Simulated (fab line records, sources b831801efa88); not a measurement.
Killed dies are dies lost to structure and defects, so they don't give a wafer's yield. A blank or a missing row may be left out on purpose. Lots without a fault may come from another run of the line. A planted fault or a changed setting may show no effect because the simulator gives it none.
fab line records | flow gf180mcu
record lots=14 wafers=42 last_day=34
route steps=602 shown NWELL@51 LVPWELL@64 VT_IMPLANT@130
lots that met no fault: from a run of the same line without faults
start_h: hours from the record's first day to the start of the lot's first wafer shown | wait_h: hours since the lot's step before | " the same as in the row above | L1.1+2: a row that stands for several wafers | - no value, or no start given | * or withheld: withheld | < > ~ a bound
route shown NAME@n: a module of which the file shows steps, and the number in the route of the first | usual: mean/standard deviation of fault-free wafers | same: alike in all rows | chamber/n: place in a boat | sites: the reading at each site | _std_site: their standard deviation | _edge_site: outer sites' mean less inner sites' | radius_mm: how far each site lies from the wafer's centre | mask NAME#n: copy n | behind: the tool/chamber that last shaped the wafer | hold: why the lot was held/for how many hours/how that ended | device: the transistor (n, p or np) that didn't switch | end of line: the same wafers' tests at the end of the route | a step without rows: its recipe alone | killed: dies lost to structure and defects at the first sort, not the wafer's yield | map: a wafer's dies, x killed, . not, _ none there
set.NAME: the setting as run; set.NAME@STEP: as run at that earlier step | model.NAME: the simulator's own value behind a step, which no gauge read
steps of the route over a sample of lots; a table a step, a row a wafer
services: from which hour (start_h, from the record's first day; less than 0 if before it) a tool's chamber was out of use, for how many hours, and why
## steps
# step GF_NWELL_IMPLANT_09
# recipe species=P energy_kev=160 dose_cm2=4e+12 tilt_deg=0
# usual beam_energy_keV=160.01/0.05 beam_on_s=10.00/0.2 dose_ions_cm2=4e+12/4.6e+09
# columns lot.wafer tool chamber start_h wait_h beam_energy_keV beam_on_s dose_ions_cm2
L354.3 implanter-04 0 54.83 0.1 160.02 10.20 3.999e+12
L354.4 " 0 " " 159.90 10.03 3.988e+12
L354.5 " 0 " " 159.95 9.84 4.002e+12
L355.1 implanter-01 0 61.20 0.1 160.03 9.75 4.002e+12
L355.3 " 0 " " 160.00 9.68 4.008e+12
L355.4 " 0 " " 159.98 9.85 4e+12
L356.2 implanter-03 0 65.05 0.1 160.06 10.15 4e+12
L356.3 " 0 " " 160.10 10.06 4.005e+12
L356.6 " 0 " " 160.00 10.55 4.002e+12
L357.1 implanter-03 - 72.28 0.1 - - -
L357.2 " - " " - - -
L357.6 " - " " - - -
L358.1 implanter-01 - 77.21 0.1 - - -
L358.3 " - " " - - -
L358.5 " - " " - - -
L366.2 implanter-01 0 121.42 0.1 159.90 10.18 4e+12
L366.5 " 0 " " 159.93 10.25 3.998e+12
L366.6 " 0 " " 159.96 10.03 3.994e+12
L367.1 implanter-01 0 125.98 0.1 160.01 9.93 4.004e+12
L367.4 " 0 " " 159.93 10.03 4.005e+12
L367.5 " 0 " " 160.06 10.37 4.005e+12
L368.2 implanter-03 0 133.37 0.1 159.98 10.18 4e+12
L368.5 " 0 " " 159.99 10.38 3.995e+12
L368.6 " 0 " " 159.93 10.28 4.003e+12
L369.3 implanter-01 0 139.71 0.1 159.98 9.94 4.006e+12
L369.4 " 0 " " 160.12 9.96 3.996e+12
L369.6 " 0 " " 160.06 9.84 3.993e+12
L370.1 implanter-01 0 143.58 0.1 160.03 9.88 3.995e+12
L370.3 " 0 " " 160.01 10.11 4.002e+12
L370.6 " 0 " " 159.96 10.33 3.997e+12
L371.2 implanter-04 0 149.03 0.1 160.09 9.79 4.001e+12
L371.4 " 0 " " 159.98 9.87 4.009e+12
L371.5 " 0 " " 160.00 10.10 4.004e+12
L372.1 implanter-04 0 152.39 0.1 160.13 10.16 4e+12
L372.3 " 0 " " 160.08 9.83 3.99e+12
L372.6 " 0 " " 160.06 9.93 3.998e+12
L373.1 implanter-01 0 159.44 0.1 160.01 9.98 4.005e+12
L373.4 " 0 " " 159.96 9.96 4.001e+12
L373.6 " 0 " " 160.00 9.98 3.998e+12
L377.1 implanter-03 0 184.39 0.1 159.98 10.35 3.999e+12
L377.4 " 0 " " 160.07 9.89 3.995e+12
L377.5 " 0 " " 159.94 10.33 3.996e+12
# step GF_NWELL_TW_MEAS_11
# usual NWELL_TW=1574/17
# columns lot.wafer tool chamber start_h wait_h NWELL_TW
L354.3 film_metro-01 - 55.05 0.1 1603
L354.4 " - " " 1589
L354.5 " - " " 1594
L355.1 film_metro-03 - 61.45 0.1 1562
L355.3 " - " " 1555
L355.4 " - " " 1555
L356.2 film_metro-03 - 65.29 0.1 1559
L356.3 " - " " 1562
L356.6 " - " " 1563
L357.1 film_metro-04 - 72.53 0.1 1505
L357.2 " - " " 1498
L357.6 " - " " 1500
L358.1 film_metro-01 - 77.46 0.1 1511
L358.3 " - " " 1515
L358.5 " - " " 1511
L366.2 film_metro-04 - 121.65 0.1 1569
L366.5 " - " " 1579
L366.6 " - " " 1568
L367.1 film_metro-04 - 126.23 0.1 1578
L367.4 " - " " 1579
L367.5 " - " " 1575
L368.2 film_metro-01 - 133.60 0.1 1584
L368.5 " - " " 1592
L368.6 " - " " 1583
L369.3 film_metro-04 - 139.93 0.1 1580
L369.4 " - " " 1570
L369.6 " - " " 1582
L370.1 film_metro-01 - 143.83 0.1 1589
L370.3 " - " " 1593
L370.6 " - " " 1593
L371.2 film_metro-01 - 149.27 0.1 1599
L371.4 " - " " 1594
L371.5 " - " " 1595
L372.1 film_metro-04 - 152.64 0.1 1584
L372.3 " - " " 1585
L372.6 " - " " 1585
L373.1 film_metro-04 - 159.69 0.1 1572
L373.4 " - " " 1591
L373.6 " - " " 1589
L377.1 film_metro-03 - 184.64 0.1 1550
L377.4 " - " " 1549
L377.5 " - " " 1546
# step GF_LVPWELL_STRIP_10
# recipe chemistry=O2/N2 power_w=1400 pressure_mtorr=1500 platen_temp_c=250 o2_flow_sccm=3000 n2_flow_sccm=300 overash_fraction=0.5
# usual drypump_motor_current_A=5.6/0.49 heater_power_w=337/35 o2_flow_sccm=3001/8.8 oes_product_au=0.722/0.0046 platen_temp_c=250.03/0.17 strip_time_to_endpoint_s=36.96/0.094
# columns lot.wafer tool chamber start_h wait_h drypump_motor_current_A heater_power_w o2_flow_sccm oes_product_au platen_temp_c rf_hours_counter_h strip_time_to_endpoint_s
L354.3 plasma_asher-01 0 68.26 0.1 5.8 400 2984 0.721 250.11 - 36.72
L354.4 " 1 " " 5.5 312 2993 0.718 249.52 - 36.94
L354.5 " 1 " " 5.5 307 3017 0.725 249.77 - 36.90
L355.1 plasma_asher-03 0 74.95 0.1 5.1 351 3012 0.721 250.16 27 36.96
L355.3 " 1 " " 5.2 325 3005 0.735 250.05 - 36.86
L355.4 " 0 " " 5.1 356 3009 0.722 250.12 - 37.02
L356.2 plasma_asher-03 1 79.04 0.1 5.2 330 3000 0.723 250.04 28 37.02
L356.3 " 0 " " 5.1 352 3005 0.719 250.08 - 37.07
L356.6 " 1 " " 5.2 332 3005 0.718 249.93 - 37.01
L357.1 plasma_asher-01 0 86.80 0.1 5.8 395 3010 0.724 250.00 40 36.88
L357.2 " 1 " " 5.5 305 2996 0.728 250.04 40 36.92
L357.6 " 0 " " 5.8 397 3011 0.722 250.16 - 37.00
L358.1 plasma_asher-03 1 90.64 0.1 5.2 326 3006 0.712 250.71 29 36.83
L358.3 " 1 " " 5.2 338 3000 0.725 250.44 - 36.96
L358.5 " 0 " " 5.1 347 2974 0.715 250.03 - 36.90
L366.2 plasma_asher-04 1 136.58 0.1 5.5 346 2997 0.723 250.23 49 36.91
L366.5 " 0 " " 6.6 291 3002 0.720 249.91 - 36.90
L366.6 " 1 " " 5.5 359 2994 0.720 250.22 - 36.88
L367.1 plasma_asher-03 1 141.73 0.1 5.2 320 2988 0.723 250.15 34 36.93
L367.4 " 0 " " 5.1 350 3004 0.722 250.10 - 37.03
L367.5 " 0 " " 5.1 341 2994 0.720 250.25 - 36.92
L368.2 plasma_asher-03 0 148.74 0.1 5.1 343 3009 0.725 249.95 35 37.15
L368.5 " 0 " " 5.1 358 3003 0.722 249.94 - 37.25
L368.6 " 1 " " 5.2 328 3002 0.726 250.21 - 37.11
L369.3 plasma_asher-01 0 154.93 0.1 5.8 392 2995 0.724 249.54 - 36.91
L369.4 " 1 " " 5.5 310 3006 0.718 250.14 - 37.00
L369.6 " 0 " " 5.8 403 2989 0.722 250.01 - 37.07
L370.1 plasma_asher-01 1 158.58 0.1 5.5 305 2993 0.722 249.96 48 37.05
L370.3 " 1 " " 5.5 311 2997 0.728 249.99 - 37.09
L370.6 " 0 " " 5.8 395 3013 0.716 249.78 - 37.06
L371.2 plasma_asher-04 1 164.53 0.1 5.5 345 2991 0.720 250.13 52 36.89
L371.4 " 0 " " 6.6 294 3017 0.728 250.06 - 36.93
L371.5 " 0 " " 6.6 290 3001 0.723 249.96 - 37.06
L372.1 plasma_asher-04 0 167.79 0.1 6.6 292 3006 0.722 250.27 52 36.99
L372.3 " 1 " " 5.5 346 2991 0.713 250.06 - 37.02
L372.6 " 0 " " 6.6 294 2997 0.726 250.15 - 36.99
L373.1 plasma_asher-04 0 176.29 0.1 6.6 292 2994 0.719 249.94 53 37.01
L373.4 " 1 " " 5.5 348 2990 0.723 250.02 - 36.98
L373.6 " 1 " " 5.4 352 3003 0.735 250.17 - 37.03
L377.1 plasma_asher-01 1 202.58 0.1 5.5 298 3005 0.723 250.15 53 36.95
L377.4 " 0 " " 5.8 395 2999 0.729 250.32 - 36.91
L377.5 " 1 " " 5.5 313 3013 0.720 249.67 - 36.81
# step GF_LVPWELL_TW_MEAS_11
# usual LVPWELL_TW=558/5.3
# columns lot.wafer tool chamber start_h wait_h LVPWELL_TW
L354.3 film_metro-04 - 68.35 0.1 564
L354.4 " - " " 562
L354.5 " - " " 557
L355.1 film_metro-04 - 75.05 0.1 562
L355.3 " - " " 562
L355.4 " - " " 561
L356.2 film_metro-04 - 79.15 0.1 561
L356.3 " - " " 563
L356.6 " - " " 560
L357.1 film_metro-01 - 86.90 0.1 563
L357.2 " - " " 565
L357.6 " - " " 563
L358.1 film_metro-04 - 90.74 0.1 563
L358.3 " - " " 561
L358.5 " - " " 561
L366.2 film_metro-01 - 136.69 0.1 561
L366.5 " - " " 563
L366.6 " - " " 568
L367.1 film_metro-03 - 141.83 0.1 553
L367.4 " - " " 552
L367.5 " - " " 555
L368.2 film_metro-03 - 148.85 0.1 551
L368.5 " - " " 553
L368.6 " - " " 551
L369.3 film_metro-04 - 155.01 0.1 564
L369.4 " - " " 563
L369.6 " - " " 563
L370.1 film_metro-04 - 158.68 0.1 568
L370.3 " - " " 565
L370.6 " - " " 565
L371.2 film_metro-03 - 164.64 0.1 552
L371.4 " - " " 551
L371.5 " - " " 555
L372.1 film_metro-04 - 167.89 0.1 566
L372.3 " - " " 560
L372.6 " - " " 565
L373.1 film_metro-04 - 176.39 0.1 562
L373.4 " - " " 560
L373.6 " - " " 563
L377.1 film_metro-04 - 202.68 0.1 561
L377.4 " - " " 566
L377.5 " - " " 558
# step GF_VT_IMPLANT_OVL_MEAS_40
# usual VT_IMPLANT_03_OVL=-1.0/1.2
# columns lot.wafer tool chamber start_h wait_h VT_IMPLANT_03_OVL[nm]
L354.3 overlay-02 - 155.35 0.1 -1.9
L354.4 " - " " -0.7
L354.5 " - " " -0.5
L355.1 overlay-02 - 163.26 0.1 -1.5
L355.3 " - " " -1.5
L355.4 " - " " 0.1
L356.2 overlay-01 - 166.16 0.1 -1.8
L356.3 " - " " -2.2
L356.6 " - " " -1.0
L357.1 overlay-02 - 176.89 0.1 -0.7
L357.2 " - " " -1.0
L357.6 " - " " 0.3
L358.1 overlay-02 - 180.29 0.1 0.1
L358.3 " - " " 0.6
L358.5 " - " " -1.4
L366.2 overlay-01 - 237.75 0.1 -1.8
L366.5 " - " " -1.0
L366.6 " - " " 0.7
L367.1 overlay-02 - 245.14 0.1 -1.1
L367.4 " - " " -1.6
L367.5 " - " " -0.6
L368.2 overlay-01 - 252.91 0.1 -1.1
L368.5 " - " " -0.1
L368.6 " - " " -0.1
L369.3 overlay-02 - 260.33 0.1 -0.5
L369.4 " - " " 1.9
L369.6 " - " " -0.1
L370.1 overlay-02 - 265.97 0.1 -0.7
L370.3 " - " " 0.6
L370.6 " - " " -1.2
L371.2 overlay-02 - 272.37 0.1 -0.7
L371.4 " - " " -0.2
L371.5 " - " " -2.5
L372.1 overlay-02 - 277.12 0.1 -1.2
L372.3 " - " " -0.8
L372.6 " - " " -1.9
L373.1 overlay-01 - 286.37 0.1 -1.6
L373.4 " - " " -3.5
L373.6 " - " " -2.2
L377.1 overlay-02 - 317.61 0.1 -0.6
L377.4 " - " " -0.6
L377.5 " - " " -1.9
# step GF_VT_IMPLANT_RS_MEAS_47
# recipe thk_meas_gauge=four-point-probe
# usual NWELL_RS=487.9/1.2
# columns lot.wafer tool chamber start_h wait_h NWELL_RS[ohm/sq]
L354.3 film_metro-04 - 156.00 0.1 486.5
L354.4 " - " " 487.7
L354.5 " - " " 487.6
L355.1 film_metro-01 - 163.89 0.1 489.9
L355.3 " - " " 488.5
L355.4 " - " " 489.2
L356.2 film_metro-03 - 166.80 0.1 490.2
L356.3 " - " " 490.3
L356.6 " - " " 489.0
L357.1 film_metro-01 - 177.51 0.1 -
L357.2 " - " " -
L357.6 " - " " -
L358.1 film_metro-03 - 180.91 0.1 -
L358.3 " - " " -
L358.5 " - " " -
L366.2 film_metro-04 - 238.43 0.1 486.0
L366.5 " - " " 486.5
L366.6 " - " " 485.8
L367.1 film_metro-03 - 245.77 0.1 488.2
L367.4 " - " " 485.8
L367.5 " - " " 488.1
L368.2 film_metro-04 - 253.61 0.1 488.0
L368.5 " - " " 487.4
L368.6 " - " " 487.5
L369.3 film_metro-01 - 260.99 0.1 489.4
L369.4 " - " " 488.2
L369.6 " - " " 488.6
L370.1 film_metro-01 - 266.58 0.1 485.6
L370.3 " - " " 485.2
L370.6 " - " " 486.5
L371.2 film_metro-03 - 273.01 0.1 487.5
L371.4 " - " " 487.2
L371.5 " - " " 486.8
L372.1 film_metro-03 - 277.74 0.1 488.4
L372.3 " - " " 486.7
L372.6 " - " " 487.8
L373.1 film_metro-04 - 286.99 0.1 487.3
L373.4 " - " " 487.7
L373.6 " - " " 487.4
L377.1 film_metro-01 - 318.23 0.1 488.8
L377.4 " - " " 488.6
L377.5 " - " " 487.5
## services
# columns tool chamber start_h hours kind
implanter-04 - 33.77 8.7 repair
implanter-01 - 41.76 6.9 repair
plasma_asher-01 - 61.76 3.2 repair
implanter-01 - 64.70 6.2 repair
implanter-04 - 74.78 2.6 repair
implanter-01 - 83.01 1.3 repair
plasma_asher-01 - 93.03 8.3 repair
implanter-01 - 107.09 4.2 pm
implanter-04 - 111.48 2.1 repair
implanter-01 - 136.44 1.1 repair
implanter-04 - 158.09 6.8 pm
plasma_asher-04 - 179.94 4.5 repair
implanter-04 - 196.95 3.5 repair
## key
first_sign step=GF_NWELL_IMPLANT_09 reading=tool_record direction=missing
effect step=GF_NWELL_TW_MEAS_11 reading=NWELL_TW direction=down sigmas=4 usual=1574 struck=1507
effect step=GF_VT_IMPLANT_RS_MEAS_47 reading=NWELL_RS direction=missing
met_at GF_NWELL_IMPLANT_09
struck_lots L357,L358
later_rows_left_out L357.1,L357.2,L357.6,L358.1,L358.3,L358.5
sort_left_out L357.1,L357.2,L357.6,L358.1,L358.3,L358.5
tester_left_out L357,L358
not_acting_at GF_LVPWELL_STRIP_10,GF_LVPWELL_TW_MEAS_11,GF_VT_IMPLANT_OVL_MEAS_40
onset_between 65.05 72.28
fault kind=skipped_step_whole tool=implanter-01,implanter-03 chamber=- onset_h=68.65 steps=GF_NWELL_IMPLANT_09 scope=struck_lots_only
# tester_left_out: of these lots the tester's yield and bins aren't shown, on N5 and GAA mostly nor the transistor test; their killed dies are dies lost to structure and defects alone, not to doping, threshold or leakage, so they don't give the yield
# sort_left_out: the simulated sort isn't trusted on such a fault, so these wafers' sort isn't shown, and their yield isn't known
# later_rows_left_out: the simulator's readings of these wafers behind a module that went badly wrong aren't trusted and aren't shown, but for the sort
